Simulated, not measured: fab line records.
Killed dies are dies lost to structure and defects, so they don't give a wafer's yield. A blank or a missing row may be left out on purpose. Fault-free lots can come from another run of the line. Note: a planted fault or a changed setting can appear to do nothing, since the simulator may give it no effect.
Problem report, 8D (eight disciplines) form, completed by code || flow gf180mcu || the parts of the form that need people (team, actions taken, sign-off) are left out

== 1. THE PROBLEM ==
heater-power-total-W at GF_M1_PEB_12 reads a mean of 89.04 W on 6 wafers of 2 lots; wafers without a fault read 85.69 W with a standard deviation of 0.09. That is +37 standard deviations from the usual mean.
The step: peb time 90 s.
Seen first at day 24 01:36 on litho-track-03, wafer L586.2. Wafers with a number at this step in the record: 18, from 6 lots. Rule for "out", or "out of limits": more than 4 standard deviations from the usual mean. The other wafers with a number count as sound.

== 2. WHAT IT IS, AND WHAT IT ISN'T ==
{"question": "which readings at this step", "is": "heater-power-total-W", "is not": "-"}
{"question": "which lots", "is": "L586, L587", "is not": "L576, L577, L588, L590"}
{"question": "which wafers of those lots", "is": "all that have a number", "is not": "-"}
{"question": "read on which tools", "is": "litho-track-03", "is not": "litho-track-02"}
{"question": "when", "is": "from day 24 01:36", "is not": "up to then (6 sound wafers); but 6 sound wafers of L588, L590 came after"}

== 3. THE SUSPECTS, EACH WITH WHAT RULES IT OUT ==
Counting: a tool stays on the suspect list if, at a process step up to the reading, it processed all lots that are out and no sound lot following the first of them.
- pvd-sputter-02 at GF_M1_SPUTTER_00 (material Ti, target thk 37.5 nm, time 150 s): ruled out as a lasting fault. After its first lot that is out, L586 (day 23 02:17), sound lots L588, L590 ran on it.
- pvd-sputter-02 at GF_M1_SPUTTER_01 (material TiN, target thk 30 nm, time 25 s): ruled out as a lasting fault. After its first lot that is out, L586 (day 23 02:23), sound lots L588, L590 ran on it.
- pvd-sputter-02 at GF_M1_SPUTTER_02 (material AlCu, target thk 450 nm, time 23.9 s): ruled out as a lasting fault. After its first lot that is out, L586 (day 23 02:25), sound lots L588, L590 ran on it.
- pvd-sputter-02 at GF_M1_SPUTTER_03 (material Ti, target thk 10 nm, time 6.7 s): ruled out as a lasting fault. After its first lot that is out, L586 (day 23 02:26), sound lots L588, L590 ran on it.
- pvd-sputter-02 at GF_M1_SPUTTER_04 (material TiN, target thk 50 nm, time 41.7 s): ruled out as a lasting fault. After its first lot that is out, L586 (day 23 02:28), sound lots L588, L590 ran on it.
- litho-track-03 at GF_M1_PEB_12 (peb time 90 s): kept. It ran every lot that is out, first L586 (day 24 01:36), and no sound lot after that; its last sound lot up to then is L577 (day 20 21:07). Its own readings are out on those wafers: heater-power-total-W.
After counting, what remains is litho-track-03 at GF_M1_PEB_12.

== 4. THE CAUSE (what the simulator had put in) ==
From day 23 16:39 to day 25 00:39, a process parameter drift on litho-track-03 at GF_M1_PEB_12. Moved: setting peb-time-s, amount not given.
The count eliminated every tool but this one.

== 5. THE CHAIN OF EFFECTS, in route order ==
One row per reading whose mean, taken over the struck wafers that have a number, lies over 3 standard deviations from the usual. Only readings whose record carries a usual standard deviation are examined. hours: median over the lots of the time between each lot's start at the first step of this table that gives one and its start at this step. sigmas: the change, counted in usual standard deviations.
{"hours": 0, "step": "GF_M1_PEB_12", "reading": "heater-power-total-W", "usual": "85.69 W", "on struck wafers": 89.04, "change": "+3.35", "sigmas": "+37"}
Its process steps:
- GF_M1_PEB_12: peb time 90 s.
At these later measuring or inspecting steps, every struck wafer for which the step has a row has a number for every such reading, and none has moved that far: GF_M1_CD_MEAS_14, GF_M1_OVL_MEAS_15.

== 6. WHAT WOULD HAVE CAUGHT IT SOONER ==
9 hours passed between the start of the fault at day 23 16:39 and the first reading out of limits in this record, taken at day 24 01:36.
